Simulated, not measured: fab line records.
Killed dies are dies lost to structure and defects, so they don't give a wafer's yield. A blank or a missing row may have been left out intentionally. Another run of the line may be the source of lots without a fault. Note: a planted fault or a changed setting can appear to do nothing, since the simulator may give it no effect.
Which tool was responsible? || flow sky130 || 42 wafers sampled from 14 lots at 1 step of a route of 708

WHAT THE GAUGES SHOWED, per wafer
SKY_LI_CONTACT_OVL_MEAS_13. Usual: LI_CONTACT_OVL 2 nm, standard deviation 6.4.
{"lot": "L372", "measured": "day 29 14:01", "on": "overlay-01", "LI_CONTACT_OVL (nm)": "3 -10 -17", "flag": ""}
{"lot": "L375", "measured": "day 30 09:55", "on": "overlay-02", "LI_CONTACT_OVL (nm)": "4 12 -3", "flag": ""}
{"lot": "L374", "measured": "day 30 11:25", "on": "overlay-02", "LI_CONTACT_OVL (nm)": "8 2 4", "flag": ""}
{"lot": "L376", "measured": "day 31 06:55", "on": "overlay-01", "LI_CONTACT_OVL (nm)": "-5 3 4", "flag": ""}
{"lot": "L377", "measured": "day 31 10:52", "on": "overlay-01", "LI_CONTACT_OVL (nm)": "6 6 -1", "flag": ""}
{"lot": "L378", "measured": "day 31 21:29", "on": "overlay-01", "LI_CONTACT_OVL (nm)": "1 8 5", "flag": ""}
{"lot": "L379", "measured": "day 32 02:13", "on": "overlay-02", "LI_CONTACT_OVL (nm)": "3 2 -3", "flag": ""}
{"lot": "L380", "measured": "day 32 09:58", "on": "overlay-02", "LI_CONTACT_OVL (nm)": "2 8 5", "flag": ""}
{"lot": "L381", "measured": "day 32 15:29", "on": "overlay-02", "LI_CONTACT_OVL (nm)": "-2 9 -12", "flag": ""}
{"lot": "L388", "measured": "day 35 07:52", "on": "overlay-01", "LI_CONTACT_OVL (nm)": "3 14 2", "flag": ""}
{"lot": "L389", "measured": "day 35 08:50", "on": "overlay-01", "LI_CONTACT_OVL (nm)": "14 13 4", "flag": ""}
{"lot": "L390", "measured": "day 35 09:28", "on": "overlay-01", "LI_CONTACT_OVL (nm)": "-4 0 -3", "flag": ""}
{"lot": "L392", "measured": "day 36 00:47", "on": "overlay-02", "LI_CONTACT_OVL (nm)": "12 10 1", "flag": ""}
{"lot": "L393", "measured": "day 36 08:16", "on": "overlay-02", "LI_CONTACT_OVL (nm)": "8 5 -3", "flag": ""}

WHAT TOOL EACH LOT RAN ON (gives the tool, then ch and the chambers of the sampled wafers, and finally the start)
Before these readings, the record contains no process step.

AS READ BY THE TOOLS THEMSELVES (means over the sampled wafers that have a number; for cases with no such wafer, the mark the record gives instead)
The record holds no such reading with a usual standard deviation.

THE ANSWER, worked out from the rows above alone
Rule: a lot counts as off when the mean over its wafers that have a number is more than 3 standard deviations away from the usual mean. Also off: a lot with no number at a reading for which 4 or more lots have one. The other lots that the step has rows for count as sound. After the gauges, taken in route order, come the tools' own readings; for these a lot's mean is taken, as printed above. The first step at which some lot is off is used, and at that step the reading that is off furthest; a lot without a number counts as furthest.
No lot is off on any of the readings shown, so nothing can be concluded from this.

WHAT THE SIMULATOR PUT IN
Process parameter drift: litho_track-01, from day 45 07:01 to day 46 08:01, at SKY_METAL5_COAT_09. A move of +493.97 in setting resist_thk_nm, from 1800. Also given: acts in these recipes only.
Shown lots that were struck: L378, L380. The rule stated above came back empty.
